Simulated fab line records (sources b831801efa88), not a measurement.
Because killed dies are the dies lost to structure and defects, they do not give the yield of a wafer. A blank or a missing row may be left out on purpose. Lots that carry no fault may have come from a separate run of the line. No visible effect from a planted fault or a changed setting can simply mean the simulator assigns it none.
Matching of chambers | flow sky130 | SKY_VIA4_CMP_21 on cmp-02 has 4 sister chambers
The step polishes, stops on SiO2, t overpolish 25 s, target thk 0 nm. 18 wafers are shown with their chamber, then 9 later ones without.

== WAFERS, EACH WITH ITS CHAMBER ==
wafer  | chamber | motorCurrentA (A) | timeToEndpointS (s) | overpolishRunS (s)
L079.2 | 3       | 9.7               | 125                 | 25.016
L079.3 | 0       | 11.7              | 123                 | 24.998
L079.4 | 2       | 11.9              | 126                 | 25.006
L080.2 | 3       | 9.9               | 121                 | 24.993
L080.4 | 1       | 10.0              | 123                 | 25.004
L080.6 | 0       | 12.2              | 120                 | 24.987
L083.2 | 1       | 10.5              | 121                 | 24.996
L083.3 | 3       | 10.1              | 121                 | 24.988
L083.4 | 2       | 12.4              | 119                 | 25.006
L086.2 | 2       | 12.2              | 124                 | 24.994
L086.4 | 0       | 12.2              | 125                 | 25.011
L086.6 | 1       | 9.8               | 125                 | 25.007
L091.2 | 3       | 9.6               | 126                 | 24.992
L091.4 | 2       | 12.6              | 120                 | 24.988
L091.5 | 0       | 12.3              | 127                 | 24.996
L092.1 | 3       | 9.5               | 127                 | 25.016
L092.3 | 1       | 10.3              | 124                 | 25.011
L092.5 | 1       | 10.0              | 124                 | 24.996

SIGNATURES (means of the wafers above)
reading         | chamber 0 | chamber 1 | chamber 2 | chamber 3 | scatter within a chamber
motorCurrentA   | 12.100    | 10.120    | 12.275    | 9.760     | 0.271
timeToEndpointS | 123.75    | 123.40    | 122.25    | 124.00    | 2.68
overpolishRunS  | 24.99800  | 25.00280  | 24.99850  | 25.00100  | 0.0103
Rule: a wafer lies at a distance from a chamber equal to the root of the sum of squares, over the readings, of (its reading less the chamber's mean, divided by the reading's scatter). The wafer belongs to the nearest chamber; if the next one is less than 2 further off, it can't be placed. The scatter: the root of (the sum of the squares of (reading less its chamber's mean) over the shown wafers, divided by (wafers less chambers)).

== WAFERS MISSING THEIR CHAMBER ==
wafer  | motorCurrentA (A) | timeToEndpointS (s) | overpolishRunS (s)
L093.3 | 9.7               | 124                 | 25.000
L093.4 | 12.1              | 121                 | 24.999
L093.5 | 12.0              | 125                 | 24.991
L094.1 | 11.9              | 125                 | 24.991
L094.2 | 10.2              | 126                 | 25.030
L094.5 | 11.9              | 121                 | 25.000
L095.2 | 12.0              | 120                 | 25.002
L095.3 | 10.3              | 125                 | 24.997
L095.5 | 9.8               | 119                 | 25.006

== CHAMBER TAKEN BY EACH ==
wafer  | from the rows above     | in truth
L093.3 | can't be placed: 3 or 1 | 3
L093.4 | can't be placed: 2 or 0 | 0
L093.5 | can't be placed: 0 or 2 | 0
L094.1 | can't be placed: 0 or 2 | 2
L094.2 | can't be placed: 1 or 3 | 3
L094.5 | can't be placed: 0 or 2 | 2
L095.2 | can't be placed: 2 or 0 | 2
L095.3 | can't be placed: 1 or 3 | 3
L095.5 | can't be placed: 3 or 1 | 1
Correctly placed: 0 of 9. These rows do not allow placing 9 (true chamber among the candidates in 9). 0 placed wrongly.
